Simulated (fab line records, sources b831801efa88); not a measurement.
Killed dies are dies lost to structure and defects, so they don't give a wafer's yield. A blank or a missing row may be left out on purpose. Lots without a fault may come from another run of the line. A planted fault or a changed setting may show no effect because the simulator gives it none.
A struck lot beside a sound one | flow sky130 | 38 steps out of a route of 708
Sound: wafers L734.1, L734.4, L734.6. Struck: wafers L744.2, L744.4, L744.6. The cause comes at the end.
At each step with rows: each side's tool, then ch and its chambers, then its first start. Under that, the readings that differ: sound wafers | struck wafers | difference of the means | sigmas: that difference in standard deviations of wafers without a fault.
alike: readings whose means differ by less than 2 such deviations, and words and numbers that are the same on both sides. not compared: withheld readings, readings that some wafer has no value for, bounds like >300 that may hide the same value, and numbers for which the record gives no deviation and whose values overlap.
The two part at a step that has a row with sigmas, a row that says differs or no value, or rows on one side only. Numbers that don't overlap but have no deviation are shown without sigmas and don't part them. A reading that every wafer of one side lacks parts them only if that side has two wafers or more.

first, 9 steps without rows for these wafers: SKY_VIA3_SPUTTER_20 (material TiN, target thk 20 nm, time 80 s); SKY_VIA3_CVD_21 (deposits W, target thk 390 nm, time 117.31 s); SKY_VIA3_CMP_24 (polishes, stops on SiO2, t overpolish 20 s, target thk 0 nm); SKY_METAL4_SPUTTER_00 (material Ti, target thk 15 nm, time 10 s); SKY_METAL4_SPUTTER_01 (material TiN, target thk 20 nm, time 16.7 s); SKY_METAL4_SPUTTER_02 (material AlCu, target thk 735 nm, time 39.1 s); SKY_METAL4_SPUTTER_03 (material Ti, target thk 5 nm, time 3.3 s); SKY_METAL4_SPUTTER_04 (material TiN, target thk 70 nm, time 58.3 s); SKY_CAP2M_CVD_00 (deposits SiO2, target thk 15.5 nm).
SKY_CAP2M_SPUTTER_02: material TiN, target thk 200 nm, time 166.7 s.
  sound on pvd_sputter-04, day 41 07:23; struck on pvd_sputter-04, day 44 10:01
  reading                                   | sound                | struck               | difference | sigmas
  chamber_pressure_pa (Pa)                  | 0.4000 0.4005 0.4002 | 0.6125 0.6111 0.6106 | +0.2112    | +99 or more
  throttle_valve_pct (%)                    | 29.9 31.5 31.2       | 25.3 23.9 24.0       | -6.5       | -6
  model.TiN_of_CAP2M_SPUTTER_02.thk_nm (nm) | 201.7 203.8 203.5    | 183.6 183.7 183.9    | -19.3      |
  alike: substrate_temp_c
SKY_CAP2M_RS_MEAS_03: measures by four-point-probe.
  sound on film_metro-01, day 41 07:29; struck on film_metro-03, day 44 10:08
  reading               | sound          | struck         | difference | sigmas
  CAP2M_TIN_RS (ohm/sq) | 6.82 6.77 6.77 | 7.54 7.53 7.53 | +0.75      | +10
SKY_CAP2M_THK_MEAS_04: measures by xrf.
  sound on film_metro-01, day 41 07:37; struck on film_metro-03, day 44 10:14
  reading            | sound             | struck            | difference | sigmas
  CAP2M_TIN_THK (nm) | 199.3 201.9 201.0 | 181.7 182.2 182.5 | -18.6      | -9
then, 7 steps without rows for these wafers: SKY_CAP2M_DEHYDRATE_05 (time 60 s); SKY_CAP2M_HMDS_06 (prime time 60 s); SKY_CAP2M_COAT_07 (resist thk 1140 nm); SKY_CAP2M_SOFTBAKE_08 (time 60 s); SKY_CAP2M_EXPOSE_09 (exposes mask CAP2M, target cd 1000 nm); SKY_CAP2M_PEB_10; SKY_CAP2M_DEVELOP_11 (develop time 60 s).
SKY_CAP2M_METAL_ETCH_13: etches TiN in Cl2/BCl3, stops on SiO2, target depth 220 nm, time 62.9 s.
  sound on rie_metal-02 ch 0,1, day 42 06:41; struck on rie_metal-02 ch 0,1, day 45 07:41
  reading                | sound                | struck               | difference | sigmas
  oes_product_au (a.u.)  | 0.943 0.951 0.948    | 0.894 0.892 0.893    | -0.054     | -7
  throttle_valve_pct (%) | 21.905 21.871 21.907 | 21.937 21.932 21.913 | +0.033     | +3
  alike: bias_w, drypump_motor_current_A, rf_fwd_power_W
  not compared: rf_hours_counter_h
then, 16 steps without rows for these wafers: SKY_CAP2M_STRIP_14 (strips in O2/N2); SKY_CAP2M_STRIP_15 (strips in post etch residue remover, time 1200 s); SKY_CAP2M_CLEAN_16 (cleans in IPA, time 180 s); SKY_CAP2M_CLEAN_17 (cleans in O3/DIW); SKY_METAL4_DEHYDRATE_05 (time 60 s); SKY_METAL4_HMDS_06 (prime time 60 s); SKY_METAL4_COAT_07 (resist thk 60 nm); SKY_METAL4_COAT_08 (resist thk 1140 nm); SKY_METAL4_SOFTBAKE_09 (time 90 s); SKY_METAL4_EXPOSE_10 (exposes mask MM4, target cd 300 nm); SKY_METAL4_PEB_11; SKY_METAL4_DEVELOP_12 (develop time 60 s); SKY_METAL4_DESCUM_15 (chemistry O2, time 8 s); SKY_METAL4_ETCH_16 (etches BARC in N2/H2, stops on SiO2, time 88.2 s, target depth 60 nm); SKY_METAL4_ETCH_17 (etches SiO2 in C4F8/O2/Ar, stops on TiN, time 3.9 s, target depth 15 nm); SKY_METAL4_METAL_ETCH_18 (etches the open film in Cl2/BCl3, stops on SiO2, target depth 845 nm, time 183.1 s).
SKY_METAL4_STRIP_20: strips in post etch residue remover, time 1200 s.
  sound on wet_bench-01 ch 0, day 43 06:44; struck on wet_bench-01 ch 2, day 46 06:17
  reading                                   | sound             | struck            | difference | sigmas
  model.TiN_of_CAP2M_SPUTTER_02.thk_nm (nm) | 200.9 202.9 202.7 | 182.8 182.9 183.1 | -19.2      |
  alike: bath_guard_temp_C, bath_heat_duty_pct
-- the record jumps here: 3 days lie between the struck wafers' starts before and after (it left off in module METAL4 and takes up again in module PAD_OPEN, whose first step shown is number 708 of the route) --
SKY_PAD_OPEN_PROBE_99:
  sound on prober-01, day 47 01:22; struck on prober-02, day 49 16:20
  reading                           | sound             | struck            | difference | sigmas
  model.etest.cap_mim2.plate_ohm_sq | 5.959 5.838 5.937 | 6.464 6.551 6.506 | +0.596     |
  alike: defect_limited_yield, killed_at_M0_to_M3, killed_at_M4_up, killed_at_contacts, killed_at_front_end, killed_at_other, killed_dies, killed_open, killed_short, sort_bin_3_pad_short, sort_bin_5_function, sort_bin_6_memory, sort_n_pass, sort_yield_pct

WHERE THEY PART
First at SKY_CAP2M_SPUTTER_02; last, within this record, at SKY_CAP2M_METAL_ETCH_13. Later steps at which nothing parts them and some readings are alike: SKY_METAL4_STRIP_20, SKY_PAD_OPEN_PROBE_99.

WHY: what the simulator had put in
Process parameter drift: pvd_sputter-04, from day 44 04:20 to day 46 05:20, at SKY_CAP2M_SPUTTER_02. Setting chamber_pressure_pa, moved by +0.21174, from 0.4. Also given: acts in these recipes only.
